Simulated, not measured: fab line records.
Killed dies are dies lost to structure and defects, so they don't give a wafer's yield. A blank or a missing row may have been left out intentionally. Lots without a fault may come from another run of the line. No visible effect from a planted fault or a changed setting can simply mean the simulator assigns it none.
fab line records | flow sky130
[record] lots = 4 wafers = 12 last-day = 50
route steps=708 shown SD_N@352 SALICIDE@361 LI_CONTACT@362 LOCAL_INTERCONNECT@387 PAD_OPEN@708
lots untouched by any fault: they come from a run of this same line in which no faults occurred
start-h: hours from the record's opening day to when the first of the lot's shown wafers began | wait-h: hours elapsed since this lot's preceding step | " identical to the entry in the row above | L1.1+2: several wafers, shown together as one row | - no value, or no start was given | * or withheld: withheld | < > ~ a bound
route shown NAME@n: names a module that has steps shown in the file, with the first one's number in the route | usual: the fault-free wafers' mean and standard deviation | same: alike in all rows | chamber/n: place in a boat | sites: readings site by site | _std_site: the standard deviation of these | _edge_site: inner sites' mean taken away from outer sites' mean | radius-mm: for every site, how far away it sits from the centre of the wafer | mask NAME#n: copy n | behind: the most recent tool/chamber to have shaped the wafer | hold: what put the lot on hold/how long, in hours/how the hold closed | device: names the non-switching transistor (n, p or np) | end of line: tests of these same wafers at the route's end | where a step has no rows: the recipe by itself | killed: the dies lost at the first sort to structure and to defects; this is not the yield of the wafer | map: dies across one wafer; x = killed, . = not, _ = none there
set.NAME: the run value of the setting; set.NAME@STEP: its run value at that earlier step | model.NAME: the simulator's own value behind a step, which no gauge read
certain route steps with their lots: each step a table, each wafer a row
services: from which hour (start-h, from the record's first day; less than 0 if before it) a tool's chamber was out of use, for how many hours, and why
[[steps]]
[step SKY_SD_N_IMPLANT_10]
[recipe] species = P energy-kev = 20 dose-cm2 = 1e+14 tilt-deg = 0
[step SKY_SD_N_STRIP_11]
[recipe] chemistry = O2/N2 power-w = 1400 pressure-mtorr = 1500 platen-temp-c = withheld o2-flow-sccm = 3000 n2-flow-sccm = 300 overash-fraction = 0.5
[step SKY_SD_N_CLEAN_13]
[recipe] chemistry = SC1/SC2 mix = 1:4:20 temp-c = 70 time-s = 150 dry = n2-spin
[step SKY_SD_N_RTA_14]
[recipe] temp-c = 1075 time-s = 2 idle-temp-c = 650 ramp-up-c-per-s = 150 ramp-down-c-per-s = 90 ambient = N2
[step SKY_SALICIDE_CLEAN_00]
[recipe] chemistry = HF-last time-s = 30 dilution = 100:1 dry = ipa-marangoni
[step SKY_LI_CONTACT_HDPCVD_00]
[recipe] material = PSG target-thk-nm = 930 sigma-open-frac = 0.3 time-s = 155 temp-c = 600 sih4-flow-sccm = 60 pressure-mtorr = 6
[step SKY_LI_CONTACT_CMP_02]
[recipe] material = PSG down-force-psi = 4 platen-rpm = 60 pad-velocity-m-s = 0.94248
[usual] motor-current-A = 11.3/0.77 time-to-endpoint-s = 32.6/2.7
// columns lot.wafer tool chamber start-h wait-h motor-current-A time-to-endpoint-s model.PSG_of_LI_CONTACT_HDPCVD_00.thk-nm
L768.2 cmp-02 1 663.56 0.1 11.2 30.7 596.6
L768.4 " 3 " " 9.8 36.5 598.1
L768.6 " 1 " " 10.8 31.1 596.6
L777.4 cmp-02 0 731.51 0.1 11.2 43.4 717.3
L777.5 " 3 " " 10.5 34.2 598
L777.6 " 0 " " 10.9 46.2 724.2
L778.4 cmp-02 3 735.07 0.0 10.3 30.6 597.8
L778.3 " 0 " " 10.4 42.9 715.9
L778.5 " 3 " " 10.0 29.6 597.3
L789.2 cmp-01 2 818.67 0.0 11.5 30.4 595
L789.1 " 0 " " 11.1 30.0 594.8
L789.5 " 2 " " 11.0 32.5 594.7
[step SKY_LI_CONTACT_BOW_MEAS_03]
[recipe] mode = bow
[usual] LI_CONTACT_BOW = 56/7
// columns lot.wafer tool chamber start-h wait-h hold LI_CONTACT_BOW[um]
L768.2 film-metro-03 - 663.83 0.2 - 63
L768.4 " - " " - 53
L768.6 " - " " - 58
L777.4 film-metro-03 - 731.82 0.3 await-dispo/0.2h/release 48
L777.5 " - " " await-dispo/0.2h/release 46
L777.6 " - " " await-dispo/0.2h/release 66
L777.4 film-metro-03 - 732.11 0.3 - -
L777.5 " - " " - -
L777.6 " - " " - -
L778.3 film-metro-01 - 735.41 0.2 await-dispo/0.2h/release 68
L778.4 " - " " await-dispo/0.2h/release 58
L778.5 " - " " await-dispo/0.2h/release 64
L778.3 film-metro-01 - 735.70 0.3 - -
L778.4 " - " " - -
L778.5 " - " " - -
L789.1 film-metro-03 - 818.97 0.1 - 52
L789.2 " - " " - 53
L789.5 " - " " - 58
[step SKY_LI_CONTACT_HMDS_05]
[recipe] prime-time-s = 60 prime-temp-c = 120
[step SKY_LI_CONTACT_COAT_06]
[recipe] resist = BARC temp-c = withheld time-s = withheld spin-rpm = 3000 resist-thk-nm = 60
[step SKY_LI_CONTACT_COAT_07]
[recipe] resist = KrF-thick spin-rpm = 3000 resist-thk-nm = 450
[step SKY_LI_CONTACT_SOFTBAKE_08]
[recipe] temp-c = 100 time-s = 90 resist = KrF-thick
[step SKY_LI_CONTACT_EXPOSE_09]
[recipe] mask-id = LICM1 na = 0.8 source-shape = annular sigma-inner = 0.55 sigma-outer = 0.85 target-cd-nm = 170 dose-mj = 38
[step SKY_LI_CONTACT_PEB_10]
[recipe] peb-temp-c = withheld peb-time-s = withheld resist = KrF-thick
[step SKY_LI_CONTACT_DEVELOP_11]
[recipe] develop-time-s = 60 resist = KrF-thick dev-temp-c = 21
[step SKY_LI_CONTACT_ETCH_14]
[recipe] chemistry = N2/H2 target = BARC ion-energy-ev = 200 source-w = 500 bias-w = 100 pressure-mtorr = 30 n2-flow-sccm = 100 h2-flow-sccm = 200 stop-on = SiO2 time-s = 45.9 target-depth-a = 600
[step SKY_LI_CONTACT_ETCH_15]
[recipe] target = PSG chemistry = C4F8/O2/Ar stop-on = Si taper-deg = 4.15 mask-material = KrF-thick source-w = 1500 bias-w = 1200 pressure-mtorr = 40 c4f8-flow-sccm = withheld O2_flow_sccm = 6 Ar_flow_sccm = 300 time-s = withheld target-depth-a = 6000
[usual] oes-product-au = 0.837/0.0053
// columns lot.wafer tool chamber start-h wait-h oes-product-au model.LI_CONTACT.feature-depth-nm model.etch.depth-nm
L768.2 rie-diel-01 0 691.69 0.0 0.838 596.6 596.6
L768.4 " 2 " " 0.840 598.1 598.1
L768.6 " 3 " " 0.841 596.6 596.6
L777.4 rie-diel-03 3 759.33 0.0 0.930 717.3 717.3
L777.5 " 0 " " 0.836 598 598
L777.6 " 1 " " 0.934 724.2 724.2
L778.3 rie-diel-04 3 762.52 0.0 0.930 715.9 715.9
L778.4 " 1 " " 0.832 597.8 597.8
L778.5 " 3 " " 0.836 597.3 597.3
L789.1 rie-diel-01 1 845.37 0.0 0.839 594.8 594.8
L789.2 " 2 " " 0.839 595 595
L789.5 " 3 " " 0.837 594.7 594.7
[step SKY_LI_CONTACT_STRIP_16]
[recipe] chemistry = O2/N2 power-w = 1400 pressure-mtorr = 1500 platen-temp-c = withheld o2-flow-sccm = 3000 n2-flow-sccm = 300 overash-fraction = 0.5
[step SKY_LI_CONTACT_CLEAN_17]
[recipe] chemistry = NMP time-s = 600 temp-c = 60 dry = n2-spin
[step SKY_LI_CONTACT_PRE_CLEAN_18]
[recipe] gas = Ar time-s = 5.6 bias-v = 358
[step SKY_LI_CONTACT_SPUTTER_19]
[recipe] material = Ti target-thk-nm = 20 chamber-pressure-pa = 5 power-w = 2500 substrate-temp-c = 200 time-s = 106.37
[step SKY_LI_CONTACT_SPUTTER_20]
[recipe] material = TiN target-thk-nm = 20 chamber-pressure-pa = 5 power-w = 4000 time-s = 80
[step SKY_LI_CONTACT_CVD_21]
[recipe] material = W target-thk-nm = 400 time-s = 120.56 temp-c = 400 pressure-torr = 40
[step SKY_LI_CONTACT_CMP_24]
[recipe] stop-on = PSG t-overpolish-s = 20 down-force-psi = 3.5 platen-rpm = 60 target-thk-nm = 0 pad-velocity-m-s = 0.94248
[usual] motor-current-A = 10.3/0.7
// columns lot.wafer tool chamber start-h wait-h motor-current-A model.PSG_of_LI_CONTACT_HDPCVD_00.thk-nm
L768.2 cmp-02 0 692.52 0.0 10.3 587.2
L768.4 " 1 " " 10.9 588.6
L768.6 " 1 " " 10.6 587.1
L777.4 cmp-02 1 760.21 0.1 10.8 707.9
L777.5 " 3 " " 9.2 588.5
L777.6 " 0 " " 9.5 714.7
L778.3 cmp-02 1 763.34 0.0 10.5 706.4
L778.4 " 3 " " 9.2 588.3
L778.5 " 2 " " 9.7 587.9
L789.1 cmp-01 1 846.19 0.1 11.0 585.3
L789.2 " 0 " " 10.3 585.5
L789.5 " 2 " " 11.1 585.2
[step SKY_LOCAL_INTERCONNECT_SPUTTER_00]
[recipe] material = TiN target-thk-nm = 100 temp-c = 300 power-w = 6500 time-s = 83.3 chamber-pressure-pa = 0.4
[step SKY_PAD_OPEN_PROBE_99]
[usual] killed_at_M0_to_M3 = 44/7 killed_at_M4_up = 3.1/1.8 killed-at-contacts = 25/5.1 killed-at-front-end = 15/4.3 killed-at-other = 0.3/0.61 killed-dies = 87/9.8 killed-open = 48/7 killed-short = 38/6.3
[same] gross-dies = 492 killed-at-back-side = 0
// columns lot.wafer tool chamber start-h wait-h killed_at_M0_to_M3 killed_at_M4_up killed-at-contacts killed-at-front-end killed-at-other killed-dies killed-open killed-short model.etest.licon-pdiff.rc-ohm model.etest.nfet-g5v0d10v5.r-on-ohm-um model.etest.nfet_01v8.r-on-ohm-um model.etest.licon-ndiff.rc-ohm model.etest.licon-high-po.rc-ohm model.etest.sonos-uncharged.r-on-ohm-um model.etest.cap-li-to-poly.c-af-um2 model.etest.licon-poly.rc-ohm
L768.2 prober-01 - 1090.05 0.1 46 2 26 16 0 90 55 35 587.1 1869 840.7 191.2 364.1 799.5 97.94 152.6
L768.4 prober-01 - 1090.15 0.2 38 3 24 16 1 82 46 36 585.5 1876 845 189.1 360.7 805 94.64 152.9
L768.6 prober-01 - 1090.25 0.2 45 2 24 25 0 96 44 52 616.4 1858 840.5 191.7 352.5 797.9 100.5 157.2
L777.4 prober-02 - 1136.44 0.2 41 3 23 15 0 82 46 36 666.5 1973 865.5 207.7 386.7 847.4 73.86 178.7
L777.5 prober-02 - 1136.49 0.2 51 5 22 9 0 87 47 39 629.8 1895 833 180.1 354.2 813 97.64 154.2
L777.6 prober-02 - 1136.54 0.2 54 4 20 17 0 95 52 42 675 1955 846.8 213.4 382.6 827.4 72.93 175.6
L778.3 prober-01 - 1138.35 0.2 55 4 22 15 0 96 55 40 681.2 1916 881.8 222.5 398.9 835.1 73.43 173.9
L778.4 prober-01 - 1138.40 0.2 45 2 34 8 0 89 49 39 583.7 1881 826.8 177.9 342.2 800.9 98.9 147.6
L778.5 prober-01 - 1138.45 0.2 44 3 32 15 0 94 54 40 577.9 1873 807.2 181.1 345.7 791.2 98.39 151.3
L789.1 prober-02 - 1193.69 0.1 45 1 33 9 1 89 49 40 596.3 1912 837.5 172.6 362.8 811.6 103.2 149.3
L789.2 prober-02 - 1193.74 0.1 38 1 27 15 1 82 55 26 575.7 1898 833.2 184.7 361.4 812.6 98.32 156.1
L789.5 prober-02 - 1193.89 0.2 44 1 25 9 1 80 51 29 582.1 1888 840.5 182.2 349.6 811.2 97.07 152.2
// killed by level:class
L768.2 CONTACT:geometric-particle:open=11 LI_CONTACT:geometric-particle:open=10 VIA1:geometric-particle:open=10 FIELD_ISO:geometric-particle:open=5 METAL1:geometric-particle:short=5 VIA2:geometric-particle:short=5 METAL1:geometric-particle:open=4 VIA1:geometric-particle:short=4
L768.4 METAL1:geometric-particle:short=10 CONTACT:geometric-particle:open=10 LI_CONTACT:geometric-particle:open=6 VIA1:geometric-particle:open=5 FIELD_ISO:geometric-particle:open=4 VIA2:geometric-particle:open=4 VIA3:geometric-particle:open=4 POLY_GATE:geometric-particle:short=3
L768.6 VIA1:geometric-particle:open=9 FIELD_ISO:geometric-particle:short=8 METAL2:geometric-particle:short=8 FIELD_ISO:geometric-particle:open=7 CONTACT:geometric-particle:open=6 CONTACT:geometric-particle:short=6 METAL1:geometric-particle:short=6 VIA2:geometric-particle:open=6
L777.4 CONTACT:geometric-particle:open=9 METAL1:geometric-particle:short=8 VIA3:geometric-particle:open=8 VIA1:geometric-particle:open=7 POLY_GATE:geometric-particle:open=5 LOCAL_INTERCONNECT:geometric-particle:short=5 FIELD_ISO:geometric-particle:open=4 VIA3:geometric-particle:short=4
L777.5 VIA2:geometric-particle:open=9 CONTACT:geometric-particle:open=8 LI_CONTACT:geometric-particle:open=7 VIA1:geometric-particle:open=7 METAL2:geometric-particle:short=6 VIA3:geometric-particle:open=6 METAL1:geometric-particle:short=5 VIA1:geometric-particle:short=5
L777.6 VIA1:geometric-particle:open=20 VIA3:geometric-particle:open=9 FIELD_ISO:geometric-particle:short=6 CONTACT:geometric-particle:open=6 METAL3:geometric-particle:short=5 POLY_GATE:geometric-particle:short=4 VIA2:geometric-particle:open=4 LI_CONTACT:geometric-particle:short=4
L778.3 VIA2:geometric-particle:open=11 LI_CONTACT:geometric-particle:open=10 VIA1:geometric-particle:open=7 VIA3:geometric-particle:open=7 FIELD_ISO:geometric-particle:open=6 VIA1:geometric-particle:short=6 VIA2:geometric-particle:short=6 METAL2:geometric-particle:short=5
L778.4 VIA3:geometric-particle:open=11 CONTACT:geometric-particle:open=10 CONTACT:geometric-particle:short=10 VIA1:geometric-particle:open=9 LI_CONTACT:geometric-particle:open=7 VIA2:geometric-particle:open=6 LOCAL_INTERCONNECT:geometric-particle:short=5 METAL2:geometric-particle:short=5
L778.5 VIA1:geometric-particle:open=15 CONTACT:geometric-particle:open=8 CONTACT:geometric-particle:short=8 LI_CONTACT:geometric-particle:open=7 VIA2:geometric-particle:open=6 LOCAL_INTERCONNECT:geometric-particle:short=5 VIA3:geometric-particle:open=5 SPACER:geometric-particle:open=4
L789.1 VIA1:geometric-particle:open=11 CONTACT:geometric-particle:open=10 LI_CONTACT:geometric-particle:open=8 VIA3:geometric-particle:open=7 LOCAL_INTERCONNECT:geometric-particle:short=6 CONTACT:geometric-particle:short=6 METAL3:geometric-particle:short=5 METAL1:geometric-particle:short=3
L789.2 CONTACT:geometric-particle:open=18 VIA1:geometric-particle:open=8 VIA3:geometric-particle:open=7 FIELD_ISO:geometric-particle:open=6 LI_CONTACT:geometric-particle:open=6 METAL2:geometric-particle:short=5 METAL3:geometric-particle:short=4 METAL1:geometric-particle:short=4
L789.5 VIA1:geometric-particle:open=17 CONTACT:geometric-particle:open=10 LI_CONTACT:geometric-particle:open=6 METAL1:geometric-particle:short=6 VIA2:geometric-particle:open=5 METAL2:geometric-particle:short=5 LOCAL_INTERCONNECT:geometric-particle:open=4 VIA1:geometric-particle:short=4
[[services]]
// columns tool chamber start-h hours kind
rie-diel-03 1 651.53 5.1 repair
rie-diel-03 - 660.29 4.3 pm
cmp-02 - 669.01 8.9 pm
rie-diel-04 - 679.77 0.2 repair
cmp-01 - 683.61 2.3 repair
rie-diel-04 2 688.11 2.5 repair
rie-diel-04 0 693.84 6.4 repair
cmp-02 - 693.93 4.3 repair
rie-diel-03 2 714.51 40.5 repair
cmp-02 - 742.26 0.5 repair
cmp-02 - 744.00 4.0 pm
cmp-02 - 748.00 - consumable-replace:conditioner
cmp-02 - 748.00 - consumable-replace:pad
rie-diel-01 2 748.56 4.4 repair
rie-diel-03 2 755.01 - clean
rie-diel-03 2 755.01 14.3 scheduled-down
rie-diel-03 2 755.01 14.3 vent-cycle
cmp-01 - 786.76 5.6 pm
rie-diel-04 3 796.55 - clean
rie-diel-04 3 796.55 21.8 scheduled-down
rie-diel-04 1 804.57 18.5 repair
cmp-02 - 808.72 0.5 repair
rie-diel-03 0 810.73 6.6 repair
rie-diel-01 2 834.00 8.0 repair
[[key]]
[first-sign] step = SKY_LI_CONTACT_CMP_02 reading = time-to-endpoint-s direction = up sigmas = 4.4 usual = * struck = *
[effect] step = SKY_LI_CONTACT_BOW_MEAS_03 reading = visit direction = added
[effect] step = SKY_LI_CONTACT_ETCH_15 reading = oes-product-au direction = up sigmas = 18 usual = 0.837 struck = 0.931
[model-effect] step = SKY_LI_CONTACT_CMP_02 value = PSG_of_LI_CONTACT_HDPCVD_00.thk-nm without = 597.7 struck = 719.1
[model-effect] step = SKY_LI_CONTACT_ETCH_15 value = LI_CONTACT.feature-depth-nm without = 597.7 struck = 719.1
[model-effect] step = SKY_LI_CONTACT_CMP_24 value = PSG_of_LI_CONTACT_HDPCVD_00.thk-nm without = 588.2 struck = 709.7
[model-effect] step = SKY_PAD_OPEN_PROBE_99 value = etest.licon-pdiff.rc-ohm without = 595.9 struck = 674.2
met-at SKY_LI_CONTACT_CMP_02
struck-wafers L777.4,L777.6,L778.3
tester-left-out L777,L778
[fault] kind = process-parameter-drift tool = cmp-02 chamber = 0 onset-h = 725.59 steps = SKY_LI_CONTACT_CMP_02 channel = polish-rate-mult offset = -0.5 shape = step end-h = 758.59
// tester-left-out: of these lots the tester's yield and bins aren't shown, on N5 and GAA mostly nor the transistor test; their killed dies are dies lost to structure and defects alone, not to doping, threshold or leakage, so they don't give the yield
